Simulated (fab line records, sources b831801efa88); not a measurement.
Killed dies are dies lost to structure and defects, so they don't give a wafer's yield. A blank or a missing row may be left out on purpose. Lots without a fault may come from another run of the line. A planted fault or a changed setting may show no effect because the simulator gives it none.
fab line records | flow sky130
record lots=24 wafers=72 last_day=50
route steps=708 shown LOCAL_INTERCONNECT@388 CONTACT@425 VIA1@474 METAL2@489 VIA2@523
lots that met no fault: from a run of the same line without faults
start_h: hours from the record's first day to the start of the lot's first wafer shown | wait_h: hours since the lot's step before | " the same as in the row above | L1.1+2: a row that stands for several wafers | - no value, or no start given | * or withheld: withheld | < > ~ a bound
route shown NAME@n: a module of which the file shows steps, and the number in the route of the first | usual: mean/standard deviation of fault-free wafers | same: alike in all rows | chamber/n: place in a boat | sites: the reading at each site | _std_site: their standard deviation | _edge_site: outer sites' mean less inner sites' | radius_mm: how far each site lies from the wafer's centre | mask NAME#n: copy n | behind: the tool/chamber that last shaped the wafer | hold: why the lot was held/for how many hours/how that ended | device: the transistor (n, p or np) that didn't switch | end of line: the same wafers' tests at the end of the route | a step without rows: its recipe alone | killed: dies lost to structure and defects at the first sort, not the wafer's yield | map: a wafer's dies, x killed, . not, _ none there
set.NAME: the setting as run; set.NAME@STEP: as run at that earlier step | model.NAME: the simulator's own value behind a step, which no gauge read
steps of the route over a sample of lots; a table a step, a row a wafer
services: from which hour (start_h, from the record's first day; less than 0 if before it) a tool's chamber was out of use, for how many hours, and why
## steps
# step SKY_LOCAL_INTERCONNECT_RS_MEAS_01
# recipe thk_meas_gauge=four-point-probe reads=TiN_of_LOCAL_INTERCONNECT_SPUTTER_00
# usual LOCAL_INTERCONNECT_TIN_RS=14.14/0.15
# columns lot.wafer tool chamber start_h wait_h LOCAL_INTERCONNECT_TIN_RS[ohm/sq]
L074.2 film_metro-04 - 669.75 0.1 14.10
L074.3 " - " " 14.50
L074.4 " - " " 14.36
L075.3 film_metro-04 - 686.38 0.1 14.06
L075.5 " - " " 14.13
L075.6 " - " " 14.21
L076.1 film_metro-04 - 692.51 0.0 14.18
L076.2 " - " " 14.03
L076.3 " - " " 14.08
L077.1 film_metro-02 - 697.94 0.0 14.03
L077.3 " - " " 14.25
L077.6 " - " " 14.16
L078.1 film_metro-03 - 701.83 0.0 14.22
L078.2 " - " " 14.03
L078.6 " - " " 14.05
L079.1 film_metro-02 - 710.65 0.0 13.93
L079.4 " - " " 13.93
L079.6 " - " " 13.99
L080.1 film_metro-04 - 729.19 0.0 13.84
L080.3 " - " " 13.86
L080.5 " - " " 13.92
L081.3 film_metro-04 - 744.10 0.1 14.26
L081.4 " - " " 14.27
L081.6 " - " " 14.43
L082.1 film_metro-02 - 764.05 0.0 13.95
L082.4 " - " " 13.98
L082.5 " - " " 14.08
L083.4 film_metro-04 - 769.30 0.1 14.19
L083.5 " - " " 14.21
L083.6 " - " " 14.11
L085.2 film_metro-02 - 774.51 0.1 14.31
L085.4 " - " " 14.38
L085.6 " - " " 14.20
L084.2 film_metro-02 - 775.60 0.1 14.20
L084.5 " - " " 14.25
L084.6 " - " " 14.10
L086.1 film_metro-02 - 780.32 0.0 14.10
L086.3 " - " " 14.16
L086.4 " - " " 14.04
L088.3 film_metro-03 - 793.51 0.1 14.30
L088.5 " - " " 14.25
L088.6 " - " " 14.13
L087.1 film_metro-03 - 801.10 0.0 14.03
L087.2 " - " " 13.94
L087.5 " - " " 13.97
L090.1 film_metro-02 - 814.29 0.0 13.95
L090.3 " - " " 13.95
L090.4 " - " " 14.10
L089.1 film_metro-04 - 814.64 0.0 14.56
L089.3 " - " " 14.26
L089.6 " - " " 14.49
L091.2 film_metro-02 - 825.92 0.1 14.28
L091.5 " - " " 14.09
L091.6 " - " " 14.24
L092.4 film_metro-03 - 825.98 0.1 13.99
L092.5 " - " " 14.04
L092.6 " - " " 14.14
L093.2 film_metro-03 - 826.84 0.1 14.11
L093.5 " - " " 14.16
L093.6 " - " " 14.17
L095.1 film_metro-04 - 838.43 0.0 13.96
L095.2 " - " " 13.85
L095.5 " - " " 14.01
L094.3 film_metro-03 - 838.82 0.1 14.49
L094.4 " - " " 14.40
L094.5 " - " " 14.16
L096.1 film_metro-03 - 847.30 0.0 14.22
L096.3 " - " " 14.20
L096.4 " - " " 14.41
L097.1 film_metro-03 - 852.04 0.0 14.03
L097.3 " - " " 14.01
L097.4 " - " " 14.19
# step SKY_CONTACT_STRIP_19
# recipe chemistry=O2/N2 power_w=1400 pressure_mtorr=1500 platen_temp_c=withheld o2_flow_sccm=3000 n2_flow_sccm=300 overash_fraction=0.5
# usual chamber_pressure_mTorr=1500.1/1.3 drypump_motor_current_A=5.4/0.32 oes_product_au=0.381/0.0049 strip_time_to_endpoint_s=3.62/0.034
# columns lot.wafer tool chamber start_h wait_h chamber_pressure_mTorr drypump_motor_current_A oes_product_au rf_hours_counter_h strip_time_to_endpoint_s
L074.2 plasma_asher-02 1 726.85 - 1501.5 5.4 0.379 35 3.61
L074.3 " 0 " " 1499.2 5.7 0.377 - 3.55
L074.4 " 1 " " 1501.1 5.4 0.384 - 3.55
L075.3 plasma_asher-03 0 743.89 - 1501.7 5.0 0.380 - 3.61
L075.5 " 0 " " 1500.9 5.0 0.378 - 3.58
L075.6 " 1 " " 1499.5 5.4 0.372 - 3.62
L076.1 plasma_asher-02 1 749.00 - 1500.3 5.4 0.379 38 3.65
L076.2 " 0 " " 1500.5 5.7 0.386 38 3.65
L076.3 " 1 " " 1498.4 5.4 0.384 - 3.64
L077.1 plasma_asher-04 0 755.10 - 1499.1 6.2 0.375 0 3.65
L077.3 " 0 " " 1500.4 6.2 0.383 - 3.66
L077.6 " 0 " " 1501.4 6.2 0.386 - 3.67
L078.1 plasma_asher-02 0 758.72 - 1498.0 5.7 0.367 39 3.58
L078.2 " 1 " " 1498.5 5.4 0.375 39 3.56
L078.6 " 0 " " 1502.9 5.7 0.384 - 3.58
L079.1 plasma_asher-02 0 767.75 - 1500.0 5.7 0.387 40 3.60
L079.4 " 1 " " 1501.9 5.4 0.387 - 3.62
L079.6 " 1 " " 1501.8 5.4 0.378 - 3.65
L080.1 plasma_asher-04 1 785.40 - 1499.6 5.0 0.380 3 3.63
L080.3 " 1 " " 1502.3 5.0 0.385 - 3.62
L080.5 " 1 " " 1498.9 5.0 0.381 - 3.59
L081.3 plasma_asher-02 1 799.69 - 1498.3 5.4 0.382 - 3.57
L081.4 " 0 " " 1501.1 5.7 0.376 - 3.61
L081.6 " 1 " " 1501.7 5.4 0.384 - 3.59
L082.1 plasma_asher-03 1 819.70 - 1498.8 5.4 0.377 99 3.63
L082.4 " 0 " " 1501.9 5.0 0.382 - 3.64
L082.5 " 1 " " 1500.9 5.4 0.388 - 3.63
L083.4 plasma_asher-02 1 823.51 - 1499.7 5.4 0.380 - 3.68
L083.5 " 0 " " 1501.0 5.7 0.386 - 3.67
L083.6 " 1 " " 1502.3 5.4 0.385 - 3.67
L085.2 plasma_asher-02 1 828.20 - 1499.4 5.4 0.388 46 3.68
L085.4 " 0 " " 1500.2 5.7 0.381 - 3.67
L085.6 " 0 " " 1499.8 5.7 0.385 - 3.66
L084.2 plasma_asher-02 0 830.22 - 1499.3 5.7 0.384 46 3.57
L084.5 " 1 " " 1500.4 5.4 0.383 - 3.63
L084.6 " 0 " " 1500.2 5.7 0.374 - 3.57
L086.1 plasma_asher-03 1 834.00 - 1498.3 5.4 0.390 100 3.61
L086.3 " 1 " " 1502.8 5.4 0.378 - 3.58
L086.4 " 0 " " 1500.1 5.0 0.375 - 3.59
L088.3 plasma_asher-02 1 847.31 - 1499.2 5.4 0.385 - 3.62
L088.5 " 1 " " 1501.4 5.4 0.379 - 3.60
L088.6 " 0 " " 1501.7 5.7 0.379 - 3.59
L087.1 plasma_asher-02 0 854.10 - 1499.1 5.7 0.378 48 3.62
L087.2 " 1 " " 1497.9 5.4 0.376 48 3.61
L087.5 " 0 " " 1498.2 5.7 0.376 - 3.62
L090.1 plasma_asher-02 1 868.27 - 1501.1 5.4 0.385 49 3.60
L090.3 " 1 " " 1500.6 5.4 0.377 - 3.57
L090.4 " 0 " " 1498.6 5.7 0.376 - 3.63
L089.1 plasma_asher-04 1 868.62 - 1500.0 5.0 0.375 11 3.58
L089.3 " 0 " " 1500.6 6.2 0.378 - 3.57
L089.6 " 0 " " 1498.0 6.3 0.378 - 3.57
L091.2 plasma_asher-02 0 878.52 - 1500.9 5.7 0.380 51 3.61
L091.5 " 1 " " 1499.8 5.4 0.379 - 3.60
L091.6 " 0 " " 1500.7 5.7 0.373 - 3.59
L092.4 plasma_asher-03 0 879.81 - 1502.4 5.0 0.383 - 3.59
L092.5 " 0 " " 1499.9 5.0 0.375 - 3.62
L092.6 " 1 " " 1498.5 5.4 0.381 - 3.61
L093.2 plasma_asher-03 1 881.30 - 1498.0 5.4 0.382 105 3.59
L093.5 " 1 " " 1500.3 5.4 0.380 - 3.65
L093.6 " 0 " " 1501.4 5.0 0.382 - 3.58
L095.1 plasma_asher-03 1 891.65 - 1499.8 5.4 0.373 106 3.65
L095.2 " 0 " " 1501.1 5.0 0.384 106 3.62
L095.5 " 0 " " 1501.0 5.0 0.381 - 3.63
L094.3 plasma_asher-03 1 892.66 - 1500.8 5.3 0.384 - 3.65
L094.4 " 0 " " 1501.5 5.0 0.369 - 3.62
L094.5 " 1 " " 1499.0 5.4 0.375 - 3.59
L096.1 plasma_asher-03 0 901.26 - 1497.4 5.0 0.372 107 3.60
L096.3 " 0 " " 1499.2 5.0 0.382 - 3.63
L096.4 " 1 " " 1497.0 5.4 0.381 - 3.61
L097.1 plasma_asher-03 1 905.61 - 1500.6 5.4 0.383 107 3.67
L097.3 " 1 " " 1499.8 5.4 0.382 - 3.66
L097.4 " 0 " " 1501.3 5.0 0.380 - 3.62
# step SKY_VIA1_STRIP_16
# recipe chemistry=O2/N2 power_w=1400 pressure_mtorr=1500 platen_temp_c=withheld o2_flow_sccm=3000 n2_flow_sccm=300 overash_fraction=0.5
# usual chamber_pressure_mTorr=1500.0/1.3 drypump_motor_current_A=5.4/0.43 oes_product_au=0.416/0.0039 strip_time_to_endpoint_s=4.466/0.022
# columns lot.wafer tool chamber start_h wait_h chamber_pressure_mTorr drypump_motor_current_A oes_product_au rf_hours_counter_h strip_time_to_endpoint_s
L074.2 plasma_asher-03 1 785.00 0.0 1496.7 5.4 0.421 95 4.464
L074.3 " 1 " " 1497.7 5.4 0.420 - 4.478
L074.4 " 0 " " 1499.4 5.0 0.412 - 4.501
L075.3 plasma_asher-04 0 800.14 0.1 1499.5 6.3 0.420 - 4.438
L075.5 " 0 " " 1503.5 6.3 0.407 - 4.455
L075.6 " 1 " " 1500.1 5.0 0.416 - 4.489
L076.1 plasma_asher-04 1 805.25 0.0 1498.5 5.0 0.423 5 4.467
L076.2 " 0 " " 1499.2 6.2 0.413 5 4.464
L076.3 " 0 " " 1500.7 6.2 0.415 - 4.437
L077.1 plasma_asher-01 0 812.26 0.0 1498.4 5.4 0.410 58 4.468
L077.3 " 0 " " 1500.9 5.4 0.410 - 4.479
L077.6 " 1 " " 1498.0 5.7 0.420 - 4.465
L078.1 plasma_asher-03 1 814.61 0.0 1500.5 5.4 0.413 98 4.500
L078.2 " 0 " " 1499.4 5.0 0.426 98 4.449
L078.6 " 0 " " 1499.0 5.0 0.415 - 4.456
L079.1 plasma_asher-01 1 824.39 0.0 1498.9 5.7 0.419 60 4.491
L079.4 " 0 " " 1499.5 5.4 0.415 - 4.468
L079.6 " 0 " " 1498.8 5.4 0.420 - 4.465
L080.1 plasma_asher-03 1 840.80 0.0 1499.8 5.4 0.415 101 4.480
L080.3 " 1 " " 1500.4 5.4 0.416 - 4.488
L080.5 " 1 " " 1499.9 5.4 0.421 - 4.477
L081.3 plasma_asher-03 1 853.98 0.1 1498.6 5.4 0.416 - 4.440
L081.4 " 0 " " 1500.1 5.0 0.416 - 4.478
L081.6 " 0 " " 1499.1 5.0 0.421 - 4.471
L082.1 plasma_asher-01 1 874.94 0.0 1499.7 5.7 0.410 65 4.460
L082.4 " 1 " " 1500.8 5.7 0.409 - 4.495
L082.5 " 0 " " 1501.3 5.4 0.412 - 4.433
L083.4 plasma_asher-01 0 879.88 0.1 1498.3 5.4 0.415 - 4.443
L083.5 " 0 " " 1501.8 5.4 0.421 - 4.462
L083.6 " 1 " " 1500.2 5.7 0.410 - 4.486
L085.2 plasma_asher-03 0 884.35 0.0 1500.0 5.0 0.416 105 4.501
L085.4 " 0 " " 1501.1 5.0 0.420 - 4.464
L085.6 " 1 " " 1498.4 5.4 0.411 - 4.466
L084.2 plasma_asher-03 1 885.24 0.0 1501.1 5.3 0.417 105 4.468
L084.5 " 0 " " 1499.1 5.0 0.417 - 4.487
L084.6 " 1 " " 1500.4 5.4 0.417 - 4.438
L086.1 plasma_asher-01 1 888.91 0.0 1500.5 5.7 0.422 66 4.478
L086.3 " 0 " " 1498.0 5.4 0.417 - 4.417
L086.4 " 1 " " 1498.4 5.7 0.419 - 4.444
L088.3 plasma_asher-03 1 902.58 0.1 1500.1 5.4 0.409 - 4.413
L088.5 " 1 " " 1498.7 5.4 0.410 - 4.474
L088.6 " 0 " " 1503.0 5.0 0.416 - 4.399
L087.1 plasma_asher-01 1 909.76 0.0 1500.9 5.7 0.418 69 4.502
L087.2 " 0 " " 1498.2 5.4 0.423 69 4.461
L087.5 " 0 " " 1500.9 5.4 0.418 - 4.505
L090.1 plasma_asher-04 1 922.25 0.0 1499.7 5.0 0.412 15 4.518
L090.3 " 1 " " 1500.2 5.0 0.410 - 4.496
L090.4 " 0 " " 1501.2 6.2 0.414 - 4.496
L089.1 plasma_asher-01 0 922.76 0.0 1501.1 5.4 0.420 70 4.432
L089.3 " 1 " " 1500.1 5.7 0.421 - 4.430
L089.6 " 1 " " 1500.3 5.7 0.415 - 4.485
L091.2 plasma_asher-03 1 931.55 0.0 1499.9 5.4 0.418 110 4.455
L091.5 " 0 " " 1499.8 5.0 0.408 - 4.469
L091.6 " 1 " " 1498.6 5.4 0.416 - 4.442
L092.4 plasma_asher-01 1 932.64 0.1 1500.3 5.7 0.418 - 4.452
L092.5 " 0 " " 1499.2 5.4 0.419 - 4.470
L092.6 " 1 " " 1499.7 5.7 0.412 - 4.462
L093.2 plasma_asher-04 0 935.09 0.0 1502.8 6.2 0.425 17 4.485
L093.5 " 0 " " 1499.4 6.3 0.415 - 4.449
L093.6 " 1 " " 1498.3 5.0 0.421 - 4.458
L095.1 plasma_asher-04 0 944.84 0.0 1498.1 6.3 0.421 18 4.438
L095.2 " 1 " " 1500.2 5.0 0.407 18 4.478
L095.5 " 1 " " 1502.0 5.0 0.416 - 4.460
L094.3 plasma_asher-04 1 946.18 0.1 1501.1 5.0 0.413 - 4.455
L094.4 " 0 " " 1498.4 6.3 0.415 - 4.485
L094.5 " 0 " " 1501.1 6.3 0.416 - 4.461
L096.1 plasma_asher-04 0 953.81 0.0 1499.8 6.3 0.417 19 4.452
L096.3 " 1 " " 1500.0 4.9 0.416 - 4.439
L096.4 " 0 " " 1499.3 6.3 0.414 - 4.430
L097.1 plasma_asher-04 0 956.84 0.0 1499.1 6.2 0.411 19 4.479
L097.3 " 0 " " 1499.2 6.2 0.417 - 4.450
L097.4 " 1 " " 1501.2 5.0 0.415 - 4.435
# step SKY_METAL2_THK_MEAS_06
# recipe thk_meas_gauge=xrf reads=AlCu_of_METAL2_SPUTTER_02
# usual METAL2_ALCU_THK=248/3
# columns lot.wafer tool chamber start_h wait_h METAL2_ALCU_THK[nm]
L074.2 film_metro-04 - 786.51 0.1 246
L074.3 " - " " 245
L074.4 " - " " 246
L075.3 film_metro-03 - 801.62 0.1 249
L075.5 " - " " 245
L075.6 " - " " 247
L076.1 film_metro-02 - 806.78 0.1 250
L076.2 " - " " 246
L076.3 " - " " 246
L077.1 film_metro-04 - 813.75 0.1 245
L077.3 " - " " 247
L077.6 " - " " 251
L078.1 film_metro-02 - 816.11 0.1 249
L078.2 " - " " 245
L078.6 " - " " 250
L079.1 film_metro-03 - 826.72 0.1 243
L079.4 " - " " 243
L079.6 " - " " 244
L080.1 film_metro-02 - 842.29 0.1 251
L080.3 " - " " 251
L080.5 " - " " 253
L081.3 film_metro-02 - 855.52 0.1 252
L081.4 " - " " 248
L081.6 " - " " 247
L082.1 film_metro-03 - 876.48 0.1 243
L082.4 " - " " 248
L082.5 " - " " 243
L083.4 film_metro-04 - 881.62 0.1 249
L083.5 " - " " 248
L083.6 " - " " 249
L085.2 film_metro-04 - 885.86 0.1 246
L085.4 " - " " 249
L085.6 " - " " 246
L084.2 film_metro-03 - 886.77 0.1 250
L084.5 " - " " 247
L084.6 " - " " 251
L086.1 film_metro-02 - 890.40 0.1 255
L086.3 " - " " 252
L086.4 " - " " 253
L088.3 film_metro-03 - 904.05 0.1 245
L088.5 " - " " 250
L088.6 " - " " 249
L087.1 film_metro-03 - 911.31 0.1 252
L087.2 " - " " 248
L087.5 " - " " 250
L090.1 film_metro-02 - 923.77 0.1 253
L090.3 " - " " 252
L090.4 " - " " 253
L089.1 film_metro-04 - 924.28 0.1 247
L089.3 " - " " 249
L089.6 " - " " 246
L091.2 film_metro-02 - 933.19 0.1 254
L091.5 " - " " 252
L091.6 " - " " 250
L092.4 film_metro-02 - 934.16 0.1 248
L092.5 " - " " 247
L092.6 " - " " 249
L093.2 film_metro-03 - 936.93 0.1 248
L093.5 " - " " 246
L093.6 " - " " 250
L095.1 film_metro-02 - 946.38 0.1 249
L095.2 " - " " 247
L095.5 " - " " 249
L094.3 film_metro-02 - 948.13 0.1 248
L094.4 " - " " 249
L094.5 " - " " 245
L096.1 film_metro-02 - 955.30 0.1 248
L096.3 " - " " 246
L096.4 " - " " 250
L097.1 film_metro-04 - 958.33 0.1 251
L097.3 " - " " 245
L097.4 " - " " 251
# step SKY_VIA2_STRIP_16
# recipe chemistry=O2/N2 power_w=1400 pressure_mtorr=1500 platen_temp_c=withheld o2_flow_sccm=3000 n2_flow_sccm=300 overash_fraction=0.5
# usual chamber_pressure_mTorr=1500.0/1.3 drypump_motor_current_A=5.4/0.35 oes_product_au=0.399/0.0043 strip_time_to_endpoint_s=4.047/0.024
# columns lot.wafer tool chamber start_h wait_h chamber_pressure_mTorr drypump_motor_current_A oes_product_au rf_hours_counter_h strip_time_to_endpoint_s
L074.2 plasma_asher-04 0 840.47 0.0 1500.6 6.3 0.399 9 4.029
L074.3 " 1 " " 1501.1 5.0 0.396 - 4.043
L074.4 " 0 " " 1500.5 6.3 0.404 - 4.069
L075.3 plasma_asher-03 0 854.93 0.1 1498.5 5.0 0.395 - 4.025
L075.5 " 1 " " 1503.6 5.4 0.396 - 4.034
L075.6 " 0 " " 1501.7 5.0 0.398 - 4.066
L076.1 plasma_asher-03 1 859.68 0.0 1499.8 5.4 0.406 103 4.070
L076.2 " 0 " " 1500.6 5.0 0.396 103 4.026
L076.3 " 1 " " 1502.1 5.4 0.397 - 4.061
L077.1 plasma_asher-02 0 866.42 0.0 1500.4 5.7 0.403 49 4.028
L077.3 " 1 " " 1497.3 5.4 0.399 - 4.047
L077.6 " 1 " " 1498.7 5.4 0.398 - 4.020
L078.1 plasma_asher-03 1 870.50 0.0 1500.2 5.3 0.395 104 4.061
L078.2 " 0 " " 1499.5 5.0 0.402 104 4.016
L078.6 " 1 " " 1501.5 5.4 0.399 - 4.070
L079.1 plasma_asher-03 0 880.40 0.0 1499.3 5.0 0.402 105 4.073
L079.4 " 1 " " 1500.0 5.4 0.393 - 4.028
L079.6 " 0 " " 1499.6 5.0 0.393 - 4.025
L080.1 plasma_asher-02 0 895.22 0.0 1501.8 5.7 0.388 52 4.056
L080.3 " 0 " " 1500.2 5.7 0.401 - 4.037
L080.5 " 1 " " 1499.4 5.4 0.400 - 4.018
L081.3 plasma_asher-03 0 909.00 0.1 1498.6 5.0 0.397 - 4.082
L081.4 " 1 " " 1501.1 5.3 0.398 - 4.047
L081.6 " 0 " " 1499.8 5.0 0.397 - 4.035
L082.1 plasma_asher-03 1 929.07 0.0 1500.4 5.4 0.397 110 4.026
L082.4 " 0 " " 1499.8 5.0 0.393 - 4.075
L082.5 " 1 " " 1501.2 5.4 0.402 - 4.025
L083.4 plasma_asher-03 1 933.18 0.1 1500.8 5.4 0.399 - 4.062
L083.5 " 1 " " 1498.2 5.4 0.397 - 4.020
L083.6 " 0 " " 1498.6 5.0 0.405 - 4.014
L085.2 plasma_asher-04 1 937.88 0.0 1499.9 5.0 0.398 17 4.027
L085.4 " 1 " " 1500.1 5.0 0.398 - 4.113
L085.6 " 1 " " 1500.8 5.0 0.398 - 4.021
L084.2 plasma_asher-04 0 939.02 0.0 1499.3 6.2 0.400 17 4.084
L084.5 " 1 " " 1502.4 5.0 0.399 - 4.006
L084.6 " 0 " " 1501.0 6.2 0.408 - 4.077
L086.1 plasma_asher-02 1 941.60 0.0 1497.7 5.4 0.403 57 4.084
L086.3 " 1 " " 1499.5 5.4 0.399 - 4.071
L086.4 " 0 " " 1498.6 5.7 0.401 - 4.035
L088.3 plasma_asher-03 1 954.53 0.1 1498.7 5.4 0.406 - 4.050
L088.5 " 0 " " 1500.9 5.0 0.394 - 4.101
L088.6 " 1 " " 1499.0 5.4 0.397 - 4.017
L087.1 plasma_asher-02 0 962.73 0.0 1498.3 5.7 0.398 59 4.062
L087.2 " 1 " " 1498.7 5.4 0.409 59 4.113
L087.5 " 0 " " 1498.2 5.7 0.391 - 4.044
L090.1 plasma_asher-02 1 973.68 0.0 1497.2 5.4 0.403 60 4.071
L090.3 " 1 " " 1499.7 5.4 0.398 - 4.093
L090.4 " 0 " " 1503.0 5.7 0.399 - 4.034
L089.1 plasma_asher-02 1 974.82 0.0 1502.0 5.4 0.393 61 4.043
L089.3 " 0 " " 1498.8 5.7 0.391 - 4.030
L089.6 " 0 " " 1497.6 5.6 0.404 - 4.032
L091.2 plasma_asher-02 1 982.73 0.0 1500.7 5.4 0.404 62 4.095
L091.5 " 1 " " 1500.1 5.4 0.398 - 4.049
L091.6 " 0 " " 1500.9 5.7 0.398 - 4.063
L092.4 plasma_asher-03 0 983.31 0.1 1497.7 5.0 0.404 - 4.052
L092.5 " 0 " " 1501.2 5.0 0.399 - 4.065
L092.6 " 1 " " 1499.1 5.4 0.395 - 4.084
L093.2 plasma_asher-03 0 987.15 0.0 1499.7 5.0 0.393 117 3.998
L093.5 " 1 " " 1499.0 5.4 0.402 - 4.068
L093.6 " 0 " " 1498.9 5.0 0.397 - 4.073
L095.1 plasma_asher-02 1 995.17 0.0 1497.9 5.4 0.400 63 4.026
L095.2 " 0 " " 1500.9 5.7 0.394 63 4.050
L095.5 " 1 " " 1503.4 5.4 0.405 - 4.071
L094.3 plasma_asher-04 0 997.11 0.1 1499.6 6.2 0.399 - 4.068
L094.4 " 1 " " 1500.7 5.0 0.403 - 4.049
L094.5 " 0 " " 1499.8 6.3 0.397 - 4.028
L096.1 plasma_asher-02 1 1004.13 0.0 1499.7 5.4 0.400 64 4.032
L096.3 " 1 " " 1500.3 5.4 0.402 - 4.074
L096.4 " 0 " " 1501.9 5.7 0.404 - 4.049
L097.1 plasma_asher-02 1 1005.85 0.0 1501.0 5.4 0.397 65 4.013
L097.3 " 0 " " 1497.7 5.7 0.405 - 4.054
L097.4 " 1 " " 1502.2 5.4 0.395 - 4.017
# step SKY_VIA2_SPUTTER_20
# recipe material=TiN target_thk_nm=20 chamber_pressure_pa=5 power_w=4000 time_s=80
# usual throttle_valve_pct=29.5/0.92
# columns lot.wafer tool chamber start_h wait_h throttle_valve_pct
L074.2 pvd_sputter-03 - 841.06 0.0 29.2
L074.3 " - " " 30.5
L074.4 " - " " 30.2
L075.3 pvd_sputter-04 - 855.52 0.0 30.5
L075.5 " - " " 31.2
L075.6 " - " " 29.5
L076.1 pvd_sputter-01 - 860.28 0.0 27.7
L076.2 " - " " 28.6
L076.3 " - " " 29.5
L077.1 pvd_sputter-04 - 867.02 0.0 31.2
L077.3 " - " " 29.5
L077.6 " - " " 31.5
L078.1 pvd_sputter-03 - 871.09 0.0 30.3
L078.2 " - " " 30.3
L078.6 " - " " 30.4
L079.1 pvd_sputter-01 - 881.02 0.0 28.4
L079.4 " - " " 28.1
L079.6 " - " " 27.9
L080.1 pvd_sputter-01 - 895.84 0.0 29.2
L080.3 " - " " 28.6
L080.5 " - " " 27.8
L081.3 pvd_sputter-01 - 909.60 0.0 29.4
L081.4 " - " " 29.5
L081.6 " - " " 27.8
L082.1 pvd_sputter-03 - 929.69 0.0 29.0
L082.4 " - " " 30.4
L082.5 " - " " 28.7
L083.4 pvd_sputter-04 - 933.74 0.0 31.3
L083.5 " - " " 31.1
L083.6 " - " " 29.7
L085.2 pvd_sputter-01 - 938.47 0.0 29.4
L085.4 " - " " 28.0
L085.6 " - " " 29.5
L084.2 pvd_sputter-01 - 939.61 0.0 29.2
L084.5 " - " " 29.6
L084.6 " - " " 29.3
L086.1 pvd_sputter-01 - 942.23 0.0 27.8
L086.3 " - " " 29.4
L086.4 " - " " 29.3
L088.3 pvd_sputter-03 - 955.10 0.0 29.4
L088.5 " - " " 29.5
L088.6 " - " " 28.6
L087.1 pvd_sputter-03 - 963.32 0.0 30.4
L087.2 " - " " 28.6
L087.5 " - " " 28.6
L090.1 pvd_sputter-04 - 974.27 0.0 30.5
L090.3 " - " " 29.8
L090.4 " - " " 29.4
L089.1 pvd_sputter-04 - 975.41 0.0 29.5
L089.3 " - " " 30.7
L089.6 " - " " 29.4
L091.2 pvd_sputter-01 - 983.32 0.0 29.0
L091.5 " - " " 28.6
L091.6 " - " " 29.1
L092.4 pvd_sputter-01 - 983.86 0.0 28.0
L092.5 " - " " 29.4
L092.6 " - " " 29.5
L093.2 pvd_sputter-03 - 987.74 0.0 29.6
L093.5 " - " " 29.5
L093.6 " - " " 30.1
L095.1 pvd_sputter-03 - 995.76 0.0 30.1
L095.2 " - " " 29.3
L095.5 " - " " 30.5
L094.3 pvd_sputter-04 - 997.66 0.0 31.0
L094.4 " - " " 30.3
L094.5 " - " " 29.7
L096.1 pvd_sputter-01 - 1004.72 0.0 28.6
L096.3 " - " " 28.1
L096.4 " - " " 29.3
L097.1 pvd_sputter-04 - 1006.44 0.0 29.8
L097.3 " - " " 29.7
L097.4 " - " " 30.7
## services
# columns tool chamber start_h hours kind
pvd_sputter-04 2 707.06 - consumable_replace:kit
plasma_asher-01 - 713.29 2.8 pm
plasma_asher-04 - 717.74 28.1 pm
plasma_asher-04 - 745.84 9.0 pm
plasma_asher-04 0 745.84 9.0 vent_cycle
plasma_asher-04 1 745.84 9.0 vent_cycle
plasma_asher-03 - 752.90 1.7 repair
plasma_asher-04 0 754.84 - clean
plasma_asher-04 1 754.84 - clean
plasma_asher-02 - 772.92 1.0 repair
plasma_asher-02 - 811.07 3.2 repair
pvd_sputter-01 3 838.05 - consumable_replace:kit
pvd_sputter-01 3 838.05 18.0 scheduled_down
pvd_sputter-01 3 838.05 18.0 vent_cycle
plasma_asher-04 - 898.08 11.5 repair
pvd_sputter-04 - 917.42 2.3 repair
pvd_sputter-01 2 936.80 - consumable_replace:kit
pvd_sputter-01 2 936.80 18.0 scheduled_down
pvd_sputter-01 2 936.80 18.0 vent_cycle
plasma_asher-04 - 941.08 2.4 repair
plasma_asher-02 - 947.48 2.5 repair
plasma_asher-04 - 964.60 18.7 pm
plasma_asher-04 - 1001.06 6.4 repair
plasma_asher-03 - 1002.60 15.6 pm
## key
fault none
